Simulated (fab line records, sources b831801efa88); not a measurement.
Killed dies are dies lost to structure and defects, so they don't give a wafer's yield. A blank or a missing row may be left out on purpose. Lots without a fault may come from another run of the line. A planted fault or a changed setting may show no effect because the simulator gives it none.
fab line records | flow sky130
record lots=5 wafers=15 last_day=50
route steps=708 shown VT_ADJUST_LVTN@98
lots that met no fault: from a run of the same line without faults
start_h: hours from the record's first day to the start of the lot's first wafer shown | wait_h: hours since the lot's step before | " the same as in the row above | L1.1+2: a row that stands for several wafers | - no value, or no start given | * or withheld: withheld | < > ~ a bound
route shown NAME@n: a module of which the file shows steps, and the number in the route of the first | usual: mean/standard deviation of fault-free wafers | same: alike in all rows | chamber/n: place in a boat | sites: the reading at each site | _std_site: their standard deviation | _edge_site: outer sites' mean less inner sites' | radius_mm: how far each site lies from the wafer's centre | mask NAME#n: copy n | behind: the tool/chamber that last shaped the wafer | hold: why the lot was held/for how many hours/how that ended | device: the transistor (n, p or np) that didn't switch | end of line: the same wafers' tests at the end of the route | a step without rows: its recipe alone | killed: dies lost to structure and defects at the first sort, not the wafer's yield | map: a wafer's dies, x killed, . not, _ none there
set.NAME: the setting as run; set.NAME@STEP: as run at that earlier step | model.NAME: the simulator's own value behind a step, which no gauge read
lots at some steps of the route; a table a step, a row a wafer
services: from which hour (start_h, from the record's first day; less than 0 if before it) a tool's chamber was out of use, for how many hours, and why
## steps
# step SKY_VT_ADJUST_LVTN_HMDS_01
# recipe prime_time_s=60 prime_temp_c=120
# usual resist_line_temp_C=22.98/0.1
# columns lot.wafer tool chamber start_h wait_h resist_line_temp_C
L081.1 litho_track-03 0 176.10 0.1 22.87
L081.2 " 0 " " 22.93
L081.6 " 0 " " 22.93
L088.3 litho_track-03 0 222.65 0.1 22.94
L088.4 " 0 " " 23.03
L088.5 " 0 " " 22.94
L089.2 litho_track-03 0 231.72 0.1 23.06
L089.4 " 0 " " 22.99
L089.6 " 0 " " 23.01
L093.1 litho_track-03 0 255.45 0.1 23.10
L093.4 " 0 " " 23.00
L093.6 " 0 " " 23.15
L097.2 litho_track-02 0 279.78 0.1 23.06
L097.3 " 0 " " 23.08
L097.6 " 0 " " 22.90
# step SKY_VT_ADJUST_LVTN_COAT_02
# recipe spin_rpm=2000 resist_thk_nm=3000
# usual resist_line_temp_C=23.00/0.097
# columns lot.wafer tool chamber start_h wait_h resist_line_temp_C
L081.1 litho_track-03 0 176.25 0.1 22.79
L081.2 " 0 " " 22.88
L081.6 " 0 " " 22.98
L088.3 litho_track-03 0 222.80 0.1 22.98
L088.4 " 0 " " 23.02
L088.5 " 0 " " 22.87
L089.2 litho_track-03 0 231.87 0.1 22.93
L089.4 " 0 " " 22.91
L089.6 " 0 " " 23.11
L093.1 litho_track-03 0 255.60 0.1 22.88
L093.4 " 0 " " 22.85
L093.6 " 0 " " 23.05
L097.2 litho_track-02 0 279.93 0.1 23.15
L097.3 " 0 " " 23.14
L097.6 " 0 " " 23.26
# step SKY_VT_ADJUST_LVTN_SOFTBAKE_03
# recipe temp_c=110 time_s=withheld
# usual resist_line_temp_C=22.99/0.095
# columns lot.wafer tool chamber start_h wait_h resist_line_temp_C
L081.1 litho_track-03 0 176.40 0.1 23.06
L081.2 " 0 " " 22.90
L081.6 " 0 " " 23.07
L088.3 litho_track-03 0 222.97 0.1 22.94
L088.4 " 0 " " 23.06
L088.5 " 0 " " 23.21
L089.2 litho_track-03 0 232.03 0.1 22.88
L089.4 " 0 " " 23.00
L089.6 " 0 " " 22.91
L093.1 litho_track-03 0 255.75 0.1 22.90
L093.4 " 0 " " 22.93
L093.6 " 0 " " 22.96
L097.2 litho_track-02 0 280.09 0.1 22.89
L097.3 " 0 " " 23.00
L097.6 " 0 " " 23.12
# step SKY_VT_ADJUST_LVTN_EXPOSE_04
# recipe mask_id=NWM_COMPLEMENT_LESS_NATIVE na=0.6 source_shape=conventional sigma_outer=0.6 polarization=unpolarized target_cd_nm=840 dose_mj=194
# usual focus_offset_nm=0.1/0.47
# columns lot.wafer tool chamber start_h wait_h mask focus_offset_nm
L081.1 iline_stepper-02 0 - - NWM_COMPLEMENT_LESS_NATIVE#0 -0.1
L081.2 " 0 " " NWM_COMPLEMENT_LESS_NATIVE#0 0.0
L081.6 " 0 " " NWM_COMPLEMENT_LESS_NATIVE#0 0.4
L088.3 iline_stepper-01 0 - - NWM_COMPLEMENT_LESS_NATIVE#0 0.4
L088.4 " 0 " " NWM_COMPLEMENT_LESS_NATIVE#0 -0.8
L088.5 " 0 " " NWM_COMPLEMENT_LESS_NATIVE#0 -0.6
L089.2 iline_stepper-02 0 - - NWM_COMPLEMENT_LESS_NATIVE#0 0.6
L089.4 " 0 " " NWM_COMPLEMENT_LESS_NATIVE#0 0.2
L089.6 " 0 " " NWM_COMPLEMENT_LESS_NATIVE#0 -0.1
L093.1 iline_stepper-02 0 - - NWM_COMPLEMENT_LESS_NATIVE#0 0.0
L093.4 " 0 " " NWM_COMPLEMENT_LESS_NATIVE#0 0.2
L093.6 " 0 " " NWM_COMPLEMENT_LESS_NATIVE#0 -1.1
L097.2 iline_stepper-01 0 - - NWM_COMPLEMENT_LESS_NATIVE#0 0.1
L097.3 " 0 " " NWM_COMPLEMENT_LESS_NATIVE#0 -0.5
L097.6 " 0 " " NWM_COMPLEMENT_LESS_NATIVE#0 -0.7
# step SKY_VT_ADJUST_LVTN_PEB_05
# recipe temp_c=115 time_s=withheld
# usual resist_line_temp_C=22.99/0.095
# columns lot.wafer tool chamber start_h wait_h resist_line_temp_C
L081.1 litho_track-04 0 - - 22.93
L081.2 " 0 " " 23.11
L081.6 " 0 " " 22.97
L088.3 litho_track-03 0 - - 23.05
L088.4 " 0 " " 23.04
L088.5 " 0 " " 23.04
L089.2 litho_track-03 0 - - 23.04
L089.4 " 0 " " 22.94
L089.6 " 0 " " 22.96
L093.1 litho_track-02 0 - - 22.95
L093.4 " 0 " " 23.03
L093.6 " 0 " " 22.96
L097.2 litho_track-03 0 - - 22.91
L097.3 " 0 " " 23.01
L097.6 " 0 " " 22.82
# step SKY_VT_ADJUST_LVTN_DEVELOP_06
# recipe wall_angle_deg=90 developer=TMAH develop_time_s=60 dev_temp_c=23
# usual resist_line_temp_C=23.00/0.11
# columns lot.wafer tool chamber start_h wait_h resist_line_temp_C
L081.1 litho_track-04 0 - - 22.96
L081.2 " 0 " " 23.05
L081.6 " 0 " " 23.28
L088.3 litho_track-03 0 - - 22.89
L088.4 " 0 " " 23.01
L088.5 " 0 " " 23.14
L089.2 litho_track-03 0 - - 23.13
L089.4 " 0 " " 22.95
L089.6 " 0 " " 22.86
L093.1 litho_track-02 0 - - 23.05
L093.4 " 0 " " 23.11
L093.6 " 0 " " 23.04
L097.2 litho_track-03 0 - - 22.98
L097.3 " 0 " " 22.84
L097.6 " 0 " " 23.07
# step SKY_VT_ADJUST_LVTN_OVL_MEAS_07
# usual VT_ADJUST_LVTN_OVL=0.4/1.4
# columns lot.wafer tool chamber start_h wait_h VT_ADJUST_LVTN_OVL[nm]
L081.1 overlay-02 - 186.61 - 2.4
L081.2 " - " " 0.5
L081.6 " - " " 0.8
L088.3 overlay-01 - 233.86 - 0.6
L088.4 " - " " -0.4
L088.5 " - " " 0.3
L089.2 overlay-01 - 243.80 - -0.2
L089.4 " - " " -1.3
L089.6 " - " " -0.5
L093.1 overlay-02 - 268.31 - 0.4
L093.4 " - " " -0.3
L093.6 " - " " 1.2
L097.2 overlay-02 - 292.90 - -1.4
L097.3 " - " " -0.9
L097.6 " - " " -0.5
## services
# columns tool chamber start_h hours kind
iline_stepper-01 - 171.76 1.7 pm
iline_stepper-02 - 274.92 1.7 pm
## key
fault none
